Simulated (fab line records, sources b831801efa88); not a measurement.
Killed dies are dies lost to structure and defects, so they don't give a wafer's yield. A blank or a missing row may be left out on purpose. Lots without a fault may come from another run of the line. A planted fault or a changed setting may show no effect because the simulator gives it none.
One fault seen from 2 desks | flow sky130 | each desk has only its own numbers; what lay behind them comes last

THE TOOL OWNER'S DESK: pecvd-04
The tool's own readings at SKY_CAPM_CVD_00 (deposits SiO2, target thk 15.5 nm): means of the sampled wafers that have a number, for each lot that ran on this tool. A lot is out of limits, marked OUT, if its mean lies more than 4 standard deviations from the usual mean; the brackets give that distance.
Columns: A = heater_power_outer_w at SKY_CAPM_CVD_00, usual 390 W; B = heater_power_w at SKY_CAPM_CVD_00, usual 683 W
lot  | first seen here | A   | B
L879 | day 37 12:52    | 464 | 829
L881 | day 38 19:29    | 502 | 824
L885 | day 39 18:02    | 481 | 841
L889 | day 40 21:12    | 452 | 795
L891 | day 41 21:37    | 461 | 816
This desk's finding: nothing out of limits on any of the 5 lots.

THE METROLOGY DESK
What the gauges read, lot by lot, whatever tool the lot ran on: means of the sampled wafers that have a number. A lot is out of limits, marked OUT, if its mean lies more than 4 standard deviations from the usual mean; the brackets give that distance.
Columns: A = CAPM_CVD_00_THK at SKY_CAPM_THK_MEAS_01, usual 15.53 nm
lot  | first seen here | A
L879 | day 37 12:54    | 15.54
L880 | day 37 21:50    | 15.76
L881 | day 38 19:31    | 15.07
L884 | day 39 04:37    | 15.69
L885 | day 39 18:04    | 15.18
L886 | day 39 20:18    | 15.75
L889 | day 40 21:14    | 10.87 (-16) OUT
L888 | day 40 23:06    | 15.83
L890 | day 41 03:22    | 15.55
L891 | day 41 21:38    | 10.93 (-16) OUT
L899 | day 43 04:02    | 15.56
This desk's finding: out of limits on L889, L891; first on L889, day 40 21:14 (CAPM_CVD_00_THK at SKY_CAPM_THK_MEAS_01). In limits: L879, L880, L881, L884, L885, L886, L888, L890, L899.

PUT TOGETHER
The metrology desk could have raised an alarm at day 40 21:14, on L889, L891.
The tool owner's desk saw nothing out of limits.
The tool owner's desk has L889, L891 on record, within its limits.
Of the lots named, all ran SKY_CAPM_CVD_00 on pecvd-04.

WHAT THE SIMULATOR HAD PUT IN
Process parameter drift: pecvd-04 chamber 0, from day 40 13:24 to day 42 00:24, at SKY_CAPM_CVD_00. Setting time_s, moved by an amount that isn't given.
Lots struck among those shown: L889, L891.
Hours from the fault's start to each desk's first reading out of limits: the metrology desk, 8.
